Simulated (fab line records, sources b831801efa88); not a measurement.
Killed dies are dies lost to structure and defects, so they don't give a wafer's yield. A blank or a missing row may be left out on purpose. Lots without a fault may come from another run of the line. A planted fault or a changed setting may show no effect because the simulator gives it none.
Split-lot experiment | flow sfq_line | 5 lots, 23 wafers read, on a route of 325 steps

THE SPLIT
At SFQ_TRILAYER_M7_LITHO_COAT_182 (resist thk 62 nm), the setting resist_thk_nm was moved away from the recipe's 62 nm on 6 of the 23 wafers read, by -5.9% to +5.2%. The other wafers ran this setting at the recipe's value.

The reading is taken at the split's own step.

THE READING
BARC_of_TRILAYER_M7_LITHO_COAT_182.thk_nm (the simulator's own value, which no gauge read), in nm, at SFQ_TRILAYER_M7_LITHO_COAT_182 (resist thk 62 nm). The file gives no usual value for it. The 17 wafers here that ran the recipe average 62.04 nm, standard deviation 0.14 nm.

wafer  | tool, chamber at the split | resist_thk_nm as run, nm | against the recipe | BARC_of_TRILAYER_M7_LITHO_COAT_182.thk_nm, nm | against lot-mates on the recipe
L074.1 | litho_track-02, 0          | 62                       | recipe             | 62.07                                         | -
L074.2 | litho_track-02, 0          | 62                       | recipe             | 62.14                                         | -
L074.3 | litho_track-02, 0          | 62                       | recipe             | 62.22                                         | -
L074.4 | litho_track-02, 0          | 62                       | recipe             | 62.21                                         | -
L074.6 | litho_track-02, 0          | 62                       | recipe             | 62.13                                         | -
L076.1 | litho_track-02, 0          | 62                       | recipe             | 61.86                                         | -
L076.2 | litho_track-02, 0          | 62                       | recipe             | 61.89                                         | -
L076.3 | litho_track-02, 0          | 62                       | recipe             | 61.74                                         | -
L076.5 | litho_track-02, 0          | 62                       | recipe             | 61.82                                         | -
L076.6 | litho_track-02, 0          | 62                       | recipe             | 61.92                                         | -
L080.1 | litho_track-01, 0          | 65.2                     | +5.2%              | 65.05                                         | +2.93
L080.2 | litho_track-01, 0          | 62                       | recipe             | 62.21                                         | -
L080.3 | litho_track-01, 0          | 65.2                     | +5.2%              | 65.33                                         | +3.21
L080.4 | litho_track-01, 0          | 62                       | recipe             | 62.03                                         | -
L080.5 | litho_track-01, 0          | 65.2                     | +5.2%              | 65.11                                         | +2.99
L081.1 | litho_track-01, 0          | 58.34                    | -5.9%              | 58.5                                          | -3.58
L081.2 | litho_track-01, 0          | 58.34                    | -5.9%              | 58.39                                         | -3.69
L081.4 | litho_track-01, 0          | 62                       | recipe             | 62.05                                         | -
L081.5 | litho_track-01, 0          | 62                       | recipe             | 62.1                                          | -
L081.6 | litho_track-01, 0          | 58.34                    | -5.9%              | 58.36                                         | -3.72
L082.1 | litho_track-03, 0          | 62                       | recipe             | 62.14                                         | -
L082.2 | litho_track-03, 0          | 62                       | recipe             | 62.15                                         | -
L082.4 | litho_track-03, 0          | 62                       | recipe             | 62.08                                         | -

THE FIT
A straight line over all 23 wafers: BARC_of_TRILAYER_M7_LITHO_COAT_182.thk_nm changes by +0.61 nm for each +1% of resist_thk_nm; r = +1.00; the points scatter about the line by 0.14 nm.
The same after taking each lot's own level away (the mean of its wafers on the recipe; 23 wafers): +0.606 nm for each +1%; r = +1.00; scatter 0.082 nm.
On that fit, the largest move of resist_thk_nm shifts the reading by 3.6 nm.
The lots' own levels span 61.846 to 62.154 nm, that is 2.2 times the standard deviation above.
So the lot-to-lot level changes the slope little: the two slopes agree.
Check: with one of the wafers moved furthest among these (-5.9%) left out of the fit, the line predicts -3.61 nm for it against its lot-mates. It came out at -3.58 nm against them.

OTHER SPLITS ON THESE WAFERS
These wafers also went through other splits before the reading. Each is held against what the fit with the lots' levels taken away leaves over:
other split on the same wafers                    | wafers away from the commonest value | r with BARC_of_TRILAYER_M7_LITHO_COAT_182.thk_nm (lot level and that fit taken away)
SFQ_TRILAYER_I6_VIA_BARC_OPEN_VIA_ETCH_235 time_s | 5                                    | -0.20
SFQ_TRILAYER_M7_DEP_SPUTTER_175 power_w           | 9                                    | +0.04

THE FILE'S OWN FIT
BARC_of_TRILAYER_M7_LITHO_COAT_182.thk_nm changes by +0.607 nm for each +1% of resist_thk_nm, r = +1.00.
